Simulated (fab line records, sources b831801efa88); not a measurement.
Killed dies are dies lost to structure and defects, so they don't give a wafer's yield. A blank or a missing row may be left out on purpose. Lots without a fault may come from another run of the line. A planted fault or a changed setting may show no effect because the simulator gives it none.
A struck lot beside a sound one | flow gf180mcu | 15 steps out of a route of 602
Sound: wafers L108.2, L108.3, L108.5. Struck: wafers L116.3, L116.4, L116.6. The cause comes at the end.
At each step with rows: each side's tool, then ch and its chambers, then its first start. Under that, the readings that differ: sound wafers | struck wafers | difference of the means | sigmas: that difference in standard deviations of wafers without a fault.
alike: readings whose means differ by less than 2 such deviations, and words and numbers that are the same on both sides. not compared: withheld readings, readings that some wafer has no value for, bounds like >300 that may hide the same value, and numbers for which the record gives no deviation and whose values overlap.
The two part at a step that has a row with sigmas, a row that says differs or no value, or rows on one side only. Numbers that don't overlap but have no deviation are shown without sigmas and don't part them. A reading that every wafer of one side lacks parts them only if that side has two wafers or more.

first, 3 steps without rows for these wafers: GF_MVSD_EXPOSE_04 (exposes mask MVSD, target cd 1000 nm); GF_MVSD_PEB_05; GF_MVSD_DEVELOP_06 (develop time 60 s).
GF_MVSD_OVL_MEAS_07:
  sound on overlay-01, day 6 01:54; struck on overlay-02, day 8 01:16
  alike: MVSD_OVL
then, 2 steps without rows for these wafers: GF_MVSD_IMPLANT_08; GF_MVSD_IMPLANT_09.
GF_MVSD_STRIP_10: strips in O2/N2.
  sound on plasma_asher-02 ch 0,1, day 6 02:14; struck on plasma_asher-03 ch 0,1, day 8 01:38
  alike: drypump_motor_current_A, heater_power_w, oes_product_au, strip_time_to_endpoint_s
  not compared: rf_hours_counter_h
GF_MVSD_TW_MEAS_11:
  sound on film_metro-01, day 6 02:20; struck on film_metro-01, day 8 01:43
  alike: MVSD_TW
then, 4 steps without rows for these wafers: GF_MVPSD_DEHYDRATE_00 (time 60 s); GF_MVPSD_HMDS_01 (prime time 60 s); GF_MVPSD_COAT_02 (resist thk 3000 nm); GF_MVPSD_SOFTBAKE_03.
GF_MVPSD_EXPOSE_04: exposes mask MVPSD, target cd 1000 nm.
  sound on iline_stepper-02 ch 0, day 6 09:29; struck on iline_stepper-02 ch 0, day 8 10:08
  reading | sound                   | struck                           | difference | sigmas
  mask    | MVPSD#0 MVPSD#0 MVPSD#0 | MVPSD_R1#0 MVPSD_R1#0 MVPSD_R1#0 | differs    |
  alike: stage_vel_mm_s
then, 1 step without rows for these wafers: GF_MVPSD_PEB_05.
-- the record jumps here: 25 days lie between the struck wafers' starts before and after (it left off in module MVPSD and takes up again in module PASSIVATION, whose first step shown is number 602 of the route) --
GF_PASSIVATION_PROBE_99:
  sound on prober-02, day 31 00:37; struck on prober-02, day 33 03:25
  reading                             | sound                         | struck                        | difference | sigmas
  model.etest.ldpmos_10p0.r_on_ohm_um | 1.103e+04 1.109e+04 1.115e+04 | 1.168e+04 1.168e+04 1.165e+04 | +5.800e+02 |
  model.etest.ldpmos_10p0.drive_ua_um | 260.6 261.5 254.9             | 247.5 247.6 248               | -11.3      |

WHERE THEY PART
Only at GF_MVPSD_EXPOSE_04, within this record.

WHY: what the simulator had put in
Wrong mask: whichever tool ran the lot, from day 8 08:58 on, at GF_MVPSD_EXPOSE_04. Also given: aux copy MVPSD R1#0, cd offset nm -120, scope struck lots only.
